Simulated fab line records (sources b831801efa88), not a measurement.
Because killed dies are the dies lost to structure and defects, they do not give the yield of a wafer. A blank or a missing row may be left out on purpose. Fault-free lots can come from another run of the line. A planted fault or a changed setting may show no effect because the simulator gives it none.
Which tool did it? ; flow gf180mcu ; 13 lots, 39 wafers sampled, at 1 step of a route of 602

== WHAT THE GAUGES SHOWED, per wafer ==
GF_CONTACT_THK_MEAS_01.
lot;measured;on;CONTACT_CVD_00_THK (nm)
L774;day 15 05:41;filmMetro-03;303 302 300
L775;day 15 17:40;filmMetro-03;305 300 306
L777;day 16 08:15;filmMetro-03;297 296 293
L778;day 16 17:05;filmMetro-03;297 300 299
L779;day 17 09:52;filmMetro-03;300 297 299
L781;day 18 04:16;filmMetro-04;302 299 301
L782;day 18 13:23;filmMetro-04;302 307 300
L783;day 18 20:58;filmMetro-03;296 298 292
L784;day 19 07:47;filmMetro-03;298 302 299
L785;day 19 16:54;filmMetro-03;294 298 294
L786;day 20 03:28;filmMetro-03;303 301 305
L788;day 21 00:59;filmMetro-03;302 300 294
L796;day 23 03:23;filmMetro-04;300 298 294

== WHICH TOOL RAN EACH LOT (tool, then ch and the chambers of the sampled wafers, then the start) ==
The record shows no process step preceding these readings.

== WHAT THE TOOLS THEMSELVES READ (means of the sampled wafers that have a number; where no wafer has one, the mark that the record gives instead) ==
The record holds no such reading with a usual standard deviation.

== THE ANSWER, worked out from the rows above alone ==
Rule: the usual values come from the lots themselves. The widest of any qualifying gaps counts: lots, ordered by their means at a reading, are off when they make up no more than a third of the lots, leave a main group of 4 or more, and stand apart from it by 3 or more times the standard deviation of that group's means. A main group whose means are all the same, to the digits that the tables above print for the reading, isn't used. A lot without any number at a reading at which 4 lots or more have one is off too. All remaining lots with rows at the step are treated as sound. First the gauges in route order, then the tools' own readings, where a lot's mean is used as printed above. At the first step where some lot is off, the reading lying furthest off is the one used; lots without a number count as furthest.
Nothing can be told from this: no lot is off at any reading shown.

== WHAT THE SIMULATOR HAD INSERTED ==
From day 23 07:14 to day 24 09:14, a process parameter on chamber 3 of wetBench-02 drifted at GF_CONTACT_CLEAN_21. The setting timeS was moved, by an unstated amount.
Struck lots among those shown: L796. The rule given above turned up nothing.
